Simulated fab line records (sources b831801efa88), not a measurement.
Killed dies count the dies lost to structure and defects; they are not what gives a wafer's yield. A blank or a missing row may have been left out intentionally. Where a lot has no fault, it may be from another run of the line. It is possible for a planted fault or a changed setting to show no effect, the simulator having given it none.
Struck lot and sound lot, side by side || flow sky130 || 32 steps out of a route of 708
Sound: the wafers L710.1, L710.2, L710.5. Wafers struck: L723.1, L723.2, L723.5. Last of all comes the cause.
For every step that has rows: the tool of each side, followed by ch and its chambers, followed by its first start. Under that, the readings that differ: sound wafers || struck wafers || difference of the means || sigmas: that difference in standard deviations of wafers without a fault.
alike: words and numbers the same on both sides, and readings whose means are apart by under 2 such deviations; not compared: readings that were withheld, readings missing a value for some wafer, numbers with overlapping values and no deviation given by the record, and bounds like >300 which may hide the same value.
A row with sigmas, a row that says differs or no value, or rows on one side alone: a step with any of these is where the two part. Non-overlapping numbers with no deviation appear without sigmas and do not part them. A reading that every wafer of one side lacks parts them only if that side has two wafers or more.

SKY_CAP2M_THK_MEAS_01:
  sound on film metro-03 at day 40 09:32; struck on film metro-02 at day 43 10:08
  alike: CAP2M_CVD_00_THK
SKY_CAP2M_SPUTTER_02: material TiN, target thk 200 nm, time 162.6 s.
  sound on pvd sputter-04 at day 40 09:36; struck on pvd sputter-04 at day 43 10:12
  alike: throttle valve pct
SKY_CAP2M_RS_MEAS_03: measures by four-point-probe.
  sound on film metro-02 at day 40 09:43; struck on film metro-04 at day 43 10:19
  alike: CAP2M_TIN_RS
SKY_CAP2M_THK_MEAS_04: measures by xrf.
  sound on film metro-02 at day 40 09:50; struck on film metro-04 at day 43 10:26
  alike: CAP2M_TIN_THK
then, 7 steps without rows for these wafers: SKY_CAP2M_DEHYDRATE_05 (time 60 s); SKY_CAP2M_HMDS_06 (prime time 60 s); SKY_CAP2M_COAT_07 (resist thk 1140 nm); SKY_CAP2M_SOFTBAKE_08 (time 60 s); SKY_CAP2M_EXPOSE_09 (exposes mask CAP2M, target cd 1000 nm); SKY_CAP2M_PEB_10; SKY_CAP2M_DEVELOP_11 (develop time 60 s).
SKY_CAP2M_OVL_MEAS_12:
  sound on overlay-02 at day 41 09:56; struck on overlay-02 at day 44 08:43
{"reading": "CAP2M_OVL (nm)", "sound": "3.6 3.1 1.3", "struck": "0.4 -0.1 -1.1", "difference": -2.9, "sigmas": -2}
SKY_CAP2M_METAL_ETCH_13: etches TiN in Cl2/BCl3, stops on SiO2, target depth 220 nm, time 62.9 s.
  sound on rie metal-01 ch 0,1, day 41 09:58; struck on rie metal-01 ch 1, day 44 08:44
{"reading": "bias w (W)", "sound": "48.25 48.53 48.49", "struck": "53.57 53.52 53.40", "difference": "+5.07", "sigmas": "+34"}
{"reading": "model.SiO2_of_CAP2M_CVD_00.thk nm (nm)", "sound": "15.33 15.58 15.88", "struck": "14.38 14.14 14.35", "difference": -1.31, "sigmas": ""}
  alike: bcl3 flow sccm, drypump motor current A, mfc cl2 sccm, oes product au, throttle valve pct
  not compared: rf hours counter h
SKY_CAP2M_STRIP_14: strips in O2/N2.
  sound on plasma asher-02 ch 0,1, day 41 10:02; struck on plasma asher-03 ch 0,1, day 44 08:58
  alike: drypump motor current A, o2 flow sccm, oes product au, strip time to endpoint s
  not compared: rf hours counter h
then, 11 steps without rows for these wafers: SKY_CAP2M_STRIP_15 (strips in post etch residue remover, time 1200 s); SKY_CAP2M_CLEAN_16 (cleans in IPA, time 180 s); SKY_CAP2M_CLEAN_17 (cleans in O3/DIW); SKY_METAL4_DEHYDRATE_05 (time 60 s); SKY_METAL4_HMDS_06 (prime time 60 s); SKY_METAL4_COAT_07 (resist thk 60 nm); SKY_METAL4_COAT_08 (resist thk 1140 nm); SKY_METAL4_SOFTBAKE_09 (time 90 s); SKY_METAL4_EXPOSE_10 (exposes mask MM4, target cd 300 nm); SKY_METAL4_PEB_11; SKY_METAL4_DEVELOP_12 (develop time 57.7 s).
SKY_METAL4_CD_MEAS_13: target cd 300 nm.
  sound on cd sem-01 at day 42 10:25; struck on cd sem-02 at day 45 07:55
  alike: cd nm
SKY_METAL4_OVL_MEAS_14:
  sound on overlay-02 at day 42 10:32; struck on overlay-02 at day 45 08:02
  alike: METAL4_OVL
SKY_METAL4_DESCUM_15: chemistry O2, time 8 s.
  sound on rie metal-02 ch 0,1, day 42 10:34; struck on rie metal-02 ch 0,1, day 45 08:04
  alike: drypump motor current A, oes product au, temp c
  not compared: rf hours counter h
SKY_METAL4_ETCH_16: etches BARC in N2/H2, stops on SiO2, time 88.2 s, target depth 60 nm.
  sound on rie metal-02 ch 0,1, day 42 10:36; struck on rie metal-02 ch 0,1, day 45 08:06
  alike: bias w, drypump motor current A, oes product au, throttle valve pct
  not compared: rf hours counter h
SKY_METAL4_ETCH_17: etches SiO2 in C4F8/O2/Ar, stops on TiN, time 3.9 s, target depth 15 nm.
  sound on rie diel-04 ch 0,3, day 42 10:41; struck on rie diel-02 ch 0,1,3, day 45 08:12
{"reading": "oes product au (a.u.)", "sound": "0.753 0.746 0.767", "struck": "0.729 0.723 0.720", "difference": -0.031, "sigmas": -4}
{"reading": "model.etch.depth nm (nm)", "sound": "15.33 15.58 15.88", "struck": "14.38 14.14 14.35", "difference": -1.31, "sigmas": ""}
  alike: bias w
  not compared: rf hours counter h
SKY_METAL4_METAL_ETCH_18: etches the open film in Cl2/BCl3, stops on SiO2, target depth 845 nm, time 183.1 s.
  sound on rie metal-01 ch 0,1, day 42 10:43; struck on rie metal-01 ch 0,1, day 45 08:13
  alike: bcl3 flow sccm, bias w, drypump motor current A, mfc cl2 sccm, oes product au, throttle valve pct
  not compared: rf hours counter h
-- the record jumps here: 4 days lie between the struck wafers' starts before and after (it left off in module METAL4 and takes up again in module PAD_OPEN, whose first step shown is number 708 of the route) --
SKY_PAD_OPEN_PROBE_99:
  rows exist in the record for the struck wafers here (prober-02, day 48 22:26), but not for the sound ones

== WHERE THEY PART ==
At SKY_CAP2M_OVL_MEAS_12 first; at SKY_PAD_OPEN_PROBE_99 last (within this record only).

WHY: whatever the simulator had introduced
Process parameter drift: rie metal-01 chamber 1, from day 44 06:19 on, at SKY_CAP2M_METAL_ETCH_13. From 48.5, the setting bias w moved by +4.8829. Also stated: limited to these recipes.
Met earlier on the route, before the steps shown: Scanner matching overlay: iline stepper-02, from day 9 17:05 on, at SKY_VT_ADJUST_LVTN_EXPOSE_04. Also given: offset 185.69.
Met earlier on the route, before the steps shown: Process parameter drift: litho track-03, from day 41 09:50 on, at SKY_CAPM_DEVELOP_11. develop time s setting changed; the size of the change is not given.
